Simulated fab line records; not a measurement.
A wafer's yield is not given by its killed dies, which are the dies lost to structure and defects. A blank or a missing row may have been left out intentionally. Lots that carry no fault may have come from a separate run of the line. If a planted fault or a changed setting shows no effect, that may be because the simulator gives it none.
What tool caused it? + flow sky130 + 39 wafers from 13 lots sampled at 5 of the route's 708 steps

WHAT THE GAUGES READ, wafer by wafer
SKY_PWDE_TW_MEAS_10. Usual: PWDE_TW typically reads 379, with standard deviation 6.3.
| lot  | measured    | on           | PWDE_TW     | flag |
|------|-------------|--------------|-------------|------|
| L286 | day 3 19:54 | filmMetro-01 | 383 387 383 |      |
| L289 | day 4 12:23 | filmMetro-01 | 383 383 384 |      |
| L290 | day 4 19:44 | filmMetro-04 | 373 373 373 |      |
| L294 | day 5 15:13 | filmMetro-01 | 382 382 382 |      |
| L295 | day 5 23:21 | filmMetro-04 | 370 370 371 |      |
| L296 | day 6 08:24 | filmMetro-01 | 387 386 387 |      |
| L297 | day 6 09:59 | filmMetro-01 | 383 385 386 |      |
| L298 | day 6 15:56 | filmMetro-02 | 379 378 378 |      |
| L299 | day 6 20:08 | filmMetro-01 | 383 385 384 |      |
| L303 | day 8 03:14 | filmMetro-02 | 376 376 377 |      |
| L305 | day 8 08:50 | filmMetro-04 | 372 370 370 |      |
| L308 | day 8 22:32 | filmMetro-01 | 386 383 385 |      |
| L309 | day 9 04:39 | filmMetro-01 | 387 386 384 |      |

SKY_NWELL_RS_MEAS_31: uses a four-point probe to measure. Usual: PWDE_RS typically reads 5271 ohm/sq, with standard deviation 19.
| lot  | measured     | on           | PWDE_RS (ohm/sq) | flag |
|------|--------------|--------------|------------------|------|
| L286 | day 5 07:24  | filmMetro-01 | 5256 5251 5269   |      |
| L289 | day 6 00:56  | filmMetro-01 | 5284 5283 5288   |      |
| L290 | day 6 09:05  | filmMetro-01 | 5237 5244 5236   |      |
| L294 | day 7 06:56  | filmMetro-04 | 5263 5272 5280   |      |
| L295 | day 7 15:28  | filmMetro-01 | 5304 5300 5305   |      |
| L296 | day 8 00:52  | filmMetro-01 | 5246 5281 5285   |      |
| L297 | day 8 02:56  | filmMetro-04 | 5274 5263 5262   |      |
| L298 | day 8 08:32  | filmMetro-01 | 5258 5252 5264   |      |
| L299 | day 8 13:22  | filmMetro-04 | 5265 5276 5274   |      |
| L303 | day 9 23:29  | filmMetro-04 | 5255 5265 5258   |      |
| L305 | day 10 04:26 | filmMetro-01 | 5252 5262 5268   |      |
| L308 | day 10 20:45 | filmMetro-01 | 5280 5270 5266   |      |
| L309 | day 11 01:06 | filmMetro-04 | 5244 5271 5257   |      |

SKY_VT_ADJUST_LVTN_OVL_MEAS_18. Usual: VT_ADJUST_LVTN_01_OVL typically reads -0.3 nm, with standard deviation 1.5.
| lot  | measured     | on         | VT_ADJUST_LVTN_01_OVL (nm) | flag |
|------|--------------|------------|----------------------------|------|
| L286 | day 7 17:20  | overlay-02 | -0.8 2.4 -0.6              |      |
| L289 | day 8 12:32  | overlay-02 | 0.9 -0.8 0.8               |      |
| L290 | day 8 21:11  | overlay-02 | -0.9 -2.1 -1.4             |      |
| L294 | day 10 00:18 | overlay-01 | -2.3 -1.8 -1.2             |      |
| L295 | day 10 07:02 | overlay-02 | 2.0 1.6 -1.1               |      |
| L296 | day 10 18:38 | overlay-01 | -2.7 -0.7 -1.3             |      |
| L297 | day 10 21:54 | overlay-02 | 0.3 0.8 -0.6               |      |
| L298 | day 11 01:35 | overlay-02 | -0.6 1.1 -0.6              |      |
| L299 | day 11 08:23 | overlay-01 | -2.5 -1.5 -2.0             |      |
| L303 | day 12 22:35 | overlay-01 | -0.3 1.2 -0.3              |      |
| L305 | day 13 03:20 | overlay-01 | -2.6 -2.8 -1.5             |      |
| L308 | day 13 22:11 | overlay-01 | -1.1 -0.8 -0.9             |      |
| L309 | day 14 03:30 | overlay-01 | -3.3 -0.6 -2.7             |      |

SKY_VT_ADJUST_NCORE_TW_MEAS_11. Usual: VT_ADJUST_NCORE_TW typically reads 221.2, with standard deviation 2.4.
| lot  | measured     | on           | VT_ADJUST_NCORE_TW | flag |
|------|--------------|--------------|--------------------|------|
| L286 | day 8 14:22  | filmMetro-02 | 220.3 220.6 219.8  |      |
| L289 | day 9 10:36  | filmMetro-02 | 218.4 217.6 217.2  |      |
| L290 | day 9 19:33  | filmMetro-01 | 226.4 226.3 224.9  |      |
| L294 | day 10 23:28 | filmMetro-03 | 221.3 220.8 220.9  |      |
| L295 | day 11 06:34 | filmMetro-03 | 219.4 219.1 219.8  |      |
| L296 | day 11 18:34 | filmMetro-03 | 219.9 220.3 220.4  |      |
| L297 | day 11 22:18 | filmMetro-03 | 219.5 218.6 218.7  |      |
| L298 | day 12 02:13 | filmMetro-03 | 220.3 219.2 218.4  |      |
| L299 | day 12 08:46 | filmMetro-01 | 224.8 225.3 224.5  |      |
| L303 | day 13 23:57 | filmMetro-01 | 240.6 240.0 240.8  | OFF  |
| L305 | day 14 06:00 | filmMetro-02 | 234.9 236.0 235.9  | OFF  |
| L308 | day 15 01:09 | filmMetro-01 | 226.1 225.6 225.5  |      |
| L309 | day 15 06:37 | filmMetro-03 | 221.4 221.1 220.6  |      |

WHICH TOOL RAN EACH LOT (tool, then ch and the chambers of the sampled wafers, then the start)
| lot  | SKY_VT_ADJUST_NCORE_IMPLANT_09  |
|------|---------------------------------|
| L286 | implanter-04 ch 0, day 8 14:09  |
| L289 | implanter-02 ch 0, day 9 10:21  |
| L290 | implanter-02 ch 0, day 9 19:18  |
| L294 | implanter-04 ch 0, day 10 23:15 |
| L295 | implanter-02 ch 0, day 11 06:21 |
| L296 | implanter-04 ch 0, day 11 18:19 |
| L297 | implanter-04 ch 0, day 11 22:03 |
| L298 | implanter-04 ch 0, day 12 01:58 |
| L299 | implanter-03 ch 0, day 12 08:32 |
| L303 | implanter-02 ch 0, day 13 23:42 |
| L305 | implanter-02 ch 0, day 14 05:45 |
| L308 | implanter-04 ch 0, day 15 00:54 |
| L309 | implanter-04 ch 0, day 15 06:23 |
- SKY_VT_ADJUST_NCORE_IMPLANT_09

AS READ BY THE TOOLS THEMSELVES (means over the sampled wafers that have a number; for cases with no such wafer, the mark the record gives instead)
SKY_VT_ADJUST_NCORE_IMPLANT_09. Usual: beamEnergyKeV 10.000, standard deviation 0.003; beamOnS 9.99 s, standard deviation 0.21; endStationPressureTorr 5.02e-06 Torr, standard deviation 2.4e-07; faradayCurrentUA 13.55, standard deviation 0.28.
| lot  | tool         | beamEnergyKeV | beamOnS (s) | endStationPressureTorr (Torr) | faradayCurrentUA | flag |
|------|--------------|---------------|-------------|-------------------------------|------------------|------|
| L286 | implanter-04 | 9.998         | 10.11       | 4.93e-06                      | 13.35            |      |
| L289 | implanter-02 | 10.000        | 10.32       | 5.07e-06                      | 13.08            |      |
| L290 | implanter-02 | 9.998         | 10.04       | 5.30e-06                      | 13.45            |      |
| L294 | implanter-04 | 10.001        | 10.01       | 5.14e-06                      | 13.50            |      |
| L295 | implanter-02 | 10.000        | 10.06       | 4.78e-06                      | 13.46            |      |
| L296 | implanter-04 | 9.999         | 9.91        | 4.89e-06                      | 13.70            |      |
| L297 | implanter-04 | 10.001        | 10.03       | 4.79e-06                      | 13.51            |      |
| L298 | implanter-04 | 9.995         | 10.01       | 4.98e-06                      | 13.55            |      |
| L299 | implanter-03 | 10.000        | 10.13       | 5.17e-06                      | 13.39            |      |
| L303 | implanter-02 | 9.997         | 12.64       | 4.82e-06                      | 10.71            | OFF  |
| L305 | implanter-02 | 9.997         | 12.73       | 5.02e-06                      | 10.64            | OFF  |
| L308 | implanter-04 | 9.999         | 10.02       | 5.08e-06                      | 13.50            |      |
| L309 | implanter-04 | 10.002        | 10.01       | 4.99e-06                      | 13.49            |      |

THE ANSWER, worked out from the rows above alone
Rule: a lot is off if the mean of its wafers that have a number lies more than 3 standard deviations from the usual mean. Also off: a lot with no number at a reading for which 4 or more lots have one. Any other lot the step has rows for is counted as sound. Order of review: gauges by route order, followed by the tools' own readings, for which a lot's mean as printed above is used. The first step at which some lot is off is used, and at that step the reading that is off furthest; a lot without a number counts as furthest.
Off: at SKY_VT_ADJUST_NCORE_TW_MEAS_11 (VT_ADJUST_NCORE_TW), L303, L305.
If a tool, at a process step before that reading, ran all the lots that are off and no sound lot after the first of them, it fits. Not tried: the gauges at SKY_VT_ADJUST_NCORE_TW_MEAS_11; whatever is off there is also off at SKY_VT_ADJUST_NCORE_IMPLANT_09, on other tools, and gauge error can't account for it. One fits: implanter-02 at SKY_VT_ADJUST_NCORE_IMPLANT_09. Its last sound lot is L295 (day 11 06:21), its first lot that is off L303 (day 13 23:42): a fault that began between those two fits.
The tool's own readings at SKY_VT_ADJUST_NCORE_IMPLANT_09 bear it out: on the lots that are off they differ by more than 5 times the standard deviation of the sound lots' means. beamOnS reads 12.69 s there against 10.06 s on the sound lots; faradayCurrentUA reads 10.68 there against 13.45 on the sound lots.

WHAT WAS PUT IN BY THE SIMULATOR
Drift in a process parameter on implanter-02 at SKY_VT_ADJUST_NCORE_IMPLANT_09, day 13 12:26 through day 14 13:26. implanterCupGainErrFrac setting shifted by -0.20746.
Struck lots among those shown: L303, L305. Same finding as the rule above.
